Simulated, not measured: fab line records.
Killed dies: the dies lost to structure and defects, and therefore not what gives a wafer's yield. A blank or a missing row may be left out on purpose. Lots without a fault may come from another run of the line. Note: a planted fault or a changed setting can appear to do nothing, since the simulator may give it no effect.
A struck lot beside a sound one / flow gf180mcu / 13 steps out of a route of 602
Sound: the wafers L659.3, L659.4, L659.5. Wafers struck: L662.1, L662.2, L662.4. The cause comes at the end.
At each step with rows: each side's tool, then ch and its chambers, then its first start. Under that, the readings that differ: sound wafers / struck wafers / difference of the means / sigmas: that difference in standard deviations of wafers without a fault.
alike: words and numbers the same on both sides, and readings whose means are apart by under 2 such deviations; not compared: readings that were withheld, readings missing a value for some wafer, numbers with overlapping values and no deviation given by the record, and bounds like >300 which may hide the same value.
Wherever a step has rows on one side only, a row that says differs or no value, or a row with sigmas, the two part there. When numbers do not overlap yet have no deviation, they are printed without sigmas and do not part them. A reading that every wafer of one side lacks parts them only if that side has two wafers or more.

GF_STI_BOW_MEAS_00:
  sound on film_metro-01, day 1 20:02; struck on film_metro-04, day 2 11:00
  alike: INCOMING_BOW
then, 1 step without rows for these wafers: GF_STI_OXIDATION_01 (stabilise 600 s, purge 300 s, target thk 10 nm).
GF_STI_THK_MEAS_02:
  sound on film_metro-01, day 1 22:01; struck on film_metro-04, day 2 12:57
  alike: STI_OXIDATION_THK
then, 1 step without rows for these wafers: GF_STI_CVD_03 (deposits Si3N4 from DCS/NH3, target thk 207.16 nm, time 3551 s).
GF_STI_THK_MEAS_04:
  sound on film_metro-04, day 2 00:04; struck on film_metro-03, day 2 15:00
  alike: STI_CVD_03_THK
then, 6 steps without rows for these wafers: GF_STI_DEHYDRATE_05 (time 60 s); GF_STI_HMDS_06 (prime time 60 s); GF_STI_COAT_07 (resist thk 700 nm); GF_STI_SOFTBAKE_08 (time 60 s); GF_STI_EXPOSE_09 (exposes mask COMP, target cd 220 nm); GF_STI_PEB_10 (peb time 90 s).
GF_STI_DEVELOP_11: develop time 60 s.
  sound on litho_track-02 ch 0, day 2 11:47; struck on litho_track-04, day 3 03:35
  no value came back on the struck wafers for chill_plate_temp_C (C), develop_time_s (s), developer_temp_C (C); on the sound wafers chill_plate_temp_C (C) reads 23.20 23.13 23.13
reading=model.KrF_of_STI_COAT_07.thk_nm (nm); sound=686.3 684.9 685.7; struck=701.1 701.5 700.6; difference=+15.4; sigmas=
GF_STI_CD_MEAS_12: target cd 220 nm.
  sound on cd_sem-01, day 2 11:55; struck on cd_sem-01, day 3 03:44
reading=cd_nm (nm); sound=221.9 222.6 222.2; struck=- - -; difference=no value on the struck wafers; sigmas=

== WHERE THEY PART ==
At GF_STI_DEVELOP_11 first; at GF_STI_CD_MEAS_12 last (within this record only).

WHY: what the simulator had put in
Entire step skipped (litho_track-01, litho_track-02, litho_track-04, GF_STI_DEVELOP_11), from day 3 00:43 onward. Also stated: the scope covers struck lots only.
